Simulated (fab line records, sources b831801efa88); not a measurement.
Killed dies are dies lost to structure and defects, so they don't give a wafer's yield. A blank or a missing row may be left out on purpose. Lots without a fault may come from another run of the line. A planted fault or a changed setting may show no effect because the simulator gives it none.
fab line records | flow gf180mcu | part 2 of 2: steps 24 to 33 of 33
record lots=5 wafers=15 last_day=34
route steps=602 shown M1@331 V1@335 M2@362
lots that met no fault: from a run of the same line without faults
start_h: hours from the record's first day to the start of the lot's first wafer shown | wait_h: hours since the lot's step before | " the same as in the row above | L1.1+2: a row that stands for several wafers | - no value, or no start given | * or withheld: withheld | < > ~ a bound
route shown NAME@n: a module of which the file shows steps, and the number in the route of the first | usual: mean/standard deviation of fault-free wafers | same: alike in all rows | chamber/n: place in a boat | sites: the reading at each site | _std_site: their standard deviation | _edge_site: outer sites' mean less inner sites' | radius_mm: how far each site lies from the wafer's centre | mask NAME#n: copy n | behind: the tool/chamber that last shaped the wafer | hold: why the lot was held/for how many hours/how that ended | device: the transistor (n, p or np) that didn't switch | end of line: the same wafers' tests at the end of the route | a step without rows: its recipe alone | killed: dies lost to structure and defects at the first sort, not the wafer's yield | map: a wafer's dies, x killed, . not, _ none there
set.NAME: the setting as run; set.NAME@STEP: as run at that earlier step | model.NAME: the simulator's own value behind a step, which no gauge read
lots at some steps of the route; a table a step, a row a wafer
services: from which hour (start_h, from the record's first day; less than 0 if before it) a tool's chamber was out of use, for how many hours, and why
## steps
# step GF_V1_STRIP_19
# recipe chemistry=post_etch_residue_remover time_s=1200 temp_c=72.5
# usual bath_guard_temp_C=72.4/0.52 bath_heat_duty_pct=15.1/1.2
# columns lot.wafer tool chamber start_h wait_h bath_guard_temp_C bath_heat_duty_pct
L078.1 wet_bench-01 0 451.45 0.1 72.6 15.0
L078.4 " 0 " " 73.0 14.4
L078.6 " 0 " " 72.8 14.3
L081.1 wet_bench-02 0 472.00 0.1 71.9 15.7
L081.2 " 0 " " 72.0 14.7
L081.5 " 0 " " 71.9 14.6
L083.2 wet_bench-04 0 495.40 0.1 71.5 14.4
L083.5 " 0 " " 71.3 12.1
L083.6 " 0 " " 72.1 14.0
L091.2 wet_bench-02 0 560.94 0.1 71.7 14.7
L091.3 " 0 " " 72.0 15.3
L091.4 " 0 " " 71.9 15.8
L096.4 wet_bench-01 0 604.05 0.0 73.0 16.1
L096.5 " 0 " " 72.4 13.6
L096.6 " 0 " " 72.9 14.8
# step GF_V1_CLEAN_20
# recipe chemistry=DIW dry=n2_spin
# columns lot.wafer tool chamber start_h wait_h
L078.1+4+6 wet_bench-01 2 451.79 0.0
L081.1+2+5 wet_bench-01 0 472.34 0.0
L083.2+5+6 wet_bench-01 1 495.74 0.0
L091.2+3+4 wet_bench-01 0 561.29 0.0
L096.4+5+6 wet_bench-01 1 604.39 0.0
# step GF_V1_SPUTTER_21
# recipe material=Ti target_thk_nm=15 chamber_pressure_pa=5 power_w=2500 substrate_temp_c=200 time_s=78.54
# usual throttle_valve_pct=29.7/0.96
# columns lot.wafer tool chamber start_h wait_h throttle_valve_pct
L078.1 pvd_sputter-02 - 451.88 0.0 29.3
L078.4 " - " " 29.1
L078.6 " - " " 29.2
L081.1 pvd_sputter-02 - 472.45 0.0 29.2
L081.2 " - " " 30.8
L081.5 " - " " 29.4
L083.2 pvd_sputter-01 - 495.92 0.0 29.0
L083.5 " - " " 29.3
L083.6 " - " " 28.0
L091.2 pvd_sputter-04 - 561.39 0.0 28.2
L091.3 " - " " 30.2
L091.4 " - " " 31.4
L096.4 pvd_sputter-01 - 604.48 0.0 29.3
L096.5 " - " " 29.7
L096.6 " - " " 29.6
# step GF_V1_SPUTTER_22
# recipe material=TiN target_thk_nm=10 chamber_pressure_pa=5 power_w=4000 time_s=40
# usual throttle_valve_pct=29.7/0.95
# columns lot.wafer tool chamber start_h wait_h throttle_valve_pct
L078.1 pvd_sputter-02 - 451.94 0.0 29.5
L078.4 " - " " 29.1
L078.6 " - " " 29.0
L081.1 pvd_sputter-02 - 472.51 0.0 29.7
L081.2 " - " " 30.8
L081.5 " - " " 29.2
L083.2 pvd_sputter-01 - 495.99 0.0 29.2
L083.5 " - " " 29.1
L083.6 " - " " 28.3
L091.2 pvd_sputter-04 - 561.45 0.0 28.0
L091.3 " - " " 29.9
L091.4 " - " " 31.6
L096.4 pvd_sputter-01 - 604.54 0.0 29.0
L096.5 " - " " 29.8
L096.6 " - " " 29.8
# step GF_V1_CVD_23
# recipe material=W target_thk_nm=350 time_s=105.05 temp_c=400 pressure_torr=40
# usual heater_power_w=978/65
# columns lot.wafer tool chamber start_h wait_h heater_power_w
L078.1 cvd_w-01 0 451.98 0.0 910
L078.4 " 1 " " 1009
L078.6 " 0 " " 910
L081.1 cvd_w-02 0 472.55 0.0 1041
L081.2 " 1 " " 918
L081.5 " 1 " " 929
L083.2 cvd_w-02 1 496.02 0.0 944
L083.5 " 0 " " 1061
L083.6 " 1 " " 954
L091.2 cvd_w-01 1 561.49 0.0 1028
L091.3 " 0 " " 938
L091.4 " 1 " " 1027
L096.4 cvd_w-02 1 604.62 0.1 930
L096.5 " 0 " " 1044
L096.6 " 1 " " 923
# step GF_V1_RS_MEAS_24
# recipe thk_meas_gauge=four-point-probe reads=W_of_V1_CVD_23+TiN_of_V1_SPUTTER_22+Ti_of_V1_SPUTTER_21
# usual V1_W_RS=0.328/0.0045
# columns lot.wafer tool chamber start_h wait_h V1_W_RS[ohm/sq]
L078.1 film_metro-03 - 452.09 0.1 0.326
L078.4 " - " " 0.316
L078.6 " - " " 0.329
L081.1 film_metro-01 - 472.66 0.1 0.334
L081.2 " - " " 0.331
L081.5 " - " " 0.334
L083.2 film_metro-04 - 496.16 0.1 0.323
L083.5 " - " " 0.328
L083.6 " - " " 0.327
L091.2 film_metro-03 - 561.62 0.1 0.327
L091.3 " - " " 0.326
L091.4 " - " " 0.322
L096.4 film_metro-04 - 604.75 0.1 0.329
L096.5 " - " " 0.328
L096.6 " - " " 0.326
# step GF_V1_THK_MEAS_25
# recipe thk_meas_gauge=xrf reads=W_of_V1_CVD_23
# usual V1_W_THK=349/7.4
# columns lot.wafer tool chamber start_h wait_h V1_W_THK[nm]
L078.1 film_metro-03 - 452.21 0.1 352
L078.4 " - " " 362
L078.6 " - " " 349
L081.1 film_metro-01 - 472.78 0.1 354
L081.2 " - " " 354
L081.5 " - " " 354
L083.2 film_metro-04 - 496.27 0.1 349
L083.5 " - " " 345
L083.6 " - " " 344
L091.2 film_metro-03 - 561.73 0.1 354
L091.3 " - " " 358
L091.4 " - " " 361
L096.4 film_metro-04 - 604.84 0.1 339
L096.5 " - " " 340
L096.6 " - " " 341
# step GF_V1_CMP_26
# recipe stop_on=SiO2 down_force_psi=3.5 platen_rpm=60 t_overpolish_s=15 target_thk_nm=0 pad_velocity_m_s=0.94248
# usual head_pressure_psi=3.499/0.0094 motor_current_A=10.8/0.62 overpolish_run_s=15.000/0.0094 slurry_flow_ml_min=150.0/0.47 time_to_endpoint_s=84/3.5
# columns lot.wafer tool chamber start_h wait_h head_pressure_psi motor_current_A overpolish_run_s slurry_flow_ml_min time_to_endpoint_s
L078.1 cmp-01 2 452.27 0.1 3.493 10.1 14.997 148.9 86
L078.4 " 1 " " 3.524 11.3 15.007 149.3 92
L078.6 " 2 " " 3.503 10.0 15.002 149.9 83
L081.1 cmp-01 3 472.89 0.1 3.511 12.2 15.001 150.0 82
L081.2 " 0 " " 3.502 10.2 14.991 149.7 82
L081.5 " 2 " " 3.498 10.1 14.996 149.2 87
L083.2 cmp-02 1 496.37 0.1 3.496 11.2 15.011 150.3 81
L083.5 " 0 " " 3.489 11.1 15.011 150.4 87
L083.6 " 1 " " 3.499 11.1 15.005 149.7 80
L091.3 cmp-02 1 561.78 0.0 3.509 10.5 15.005 149.9 78
L091.2 " 2 " " 3.490 10.5 14.990 150.4 82
L091.4 " 0 " " 3.507 10.5 15.013 150.6 87
L096.4 cmp-02 0 604.87 0.0 3.504 11.7 14.987 149.5 87
L096.5 " 0 " " 3.501 10.8 14.986 149.5 86
L096.6 " 1 " " 3.485 10.2 15.002 149.2 80
# step GF_M2_SPUTTER_00
# recipe material=Ti target_thk_nm=37.5 arriving_ion_energy_ev=80 substrate_temp_c=200 chamber_pressure_pa=2 power_w=4000 time_s=150
# usual throttle_valve_pct=29.7/1.2
# columns lot.wafer tool chamber start_h wait_h throttle_valve_pct
L078.1 pvd_sputter-01 - 452.57 0.2 29.9
L078.4 " - " " 29.9
L078.6 " - " " 30.1
L081.1 pvd_sputter-03 - 473.14 0.2 30.5
L081.2 " - " " 28.5
L081.5 " - " " 32.5
L083.2 pvd_sputter-03 - 496.62 0.2 28.3
L083.5 " - " " 32.5
L083.6 " - " " 28.9
L091.2 pvd_sputter-01 - 562.08 0.2 29.5
L091.3 " - " " 28.3
L091.4 " - " " 29.9
L096.4 pvd_sputter-03 - 605.17 0.2 30.7
L096.5 " - " " 29.2
L096.6 " - " " 30.9
# step GF_M2_SPUTTER_01
# recipe material=TiN target_thk_nm=30 power_w=6500 time_s=25 chamber_pressure_pa=0.4
# usual throttle_valve_pct=29.7/1.2
# columns lot.wafer tool chamber start_h wait_h throttle_valve_pct
L078.1 pvd_sputter-01 - 452.67 0.1 30.0
L078.4 " - " " 29.9
L078.6 " - " " 29.7
L081.1 pvd_sputter-03 - 473.24 0.1 30.5
L081.2 " - " " 28.2
L081.5 " - " " 32.2
L083.2 pvd_sputter-03 - 496.72 0.1 28.4
L083.5 " - " " 32.2
L083.6 " - " " 28.9
L091.2 pvd_sputter-01 - 562.18 0.1 29.2
L091.3 " - " " 28.1
L091.4 " - " " 29.9
L096.4 pvd_sputter-03 - 605.27 0.1 30.8
L096.5 " - " " 28.7
L096.6 " - " " 30.7
## services
# columns tool chamber start_h hours kind
cmp-01 - 401.79 1.7 repair
cmp-01 - 404.00 4.0 pm
plasma_asher-02 - 405.47 13.7 repair
rie_diel-02 - 439.68 2.8 pm
wet_bench-02 - 441.09 1.9 pm
rie_diel-02 2 442.60 15.6 repair
rie_diel-02 0 456.76 16.4 repair
rie_diel-04 0 465.32 4.2 repair
rie_diel-02 1 468.22 3.5 repair
cmp-01 - 476.25 3.7 repair
plasma_asher-02 - 483.08 3.5 repair
wet_bench-03 - 487.89 8.4 repair
rie_diel-04 - 490.00 2.8 pm
cmp-02 - 508.80 2.8 repair
cmp-02 - 512.09 12.3 repair
cmp-01 - 524.47 22.9 pm
rie_diel-02 0 525.24 2.9 repair
rie_diel-04 2 545.66 12.1 repair
cmp-01 - 547.39 7.0 pm
rie_diel-04 0 547.66 6.3 repair
cmp-02 - 572.04 4.0 pm
cmp-02 - 579.70 4.5 pm
cmp-02 - 601.50 0.3 repair
wet_bench-02 - 604.12 3.8 repair
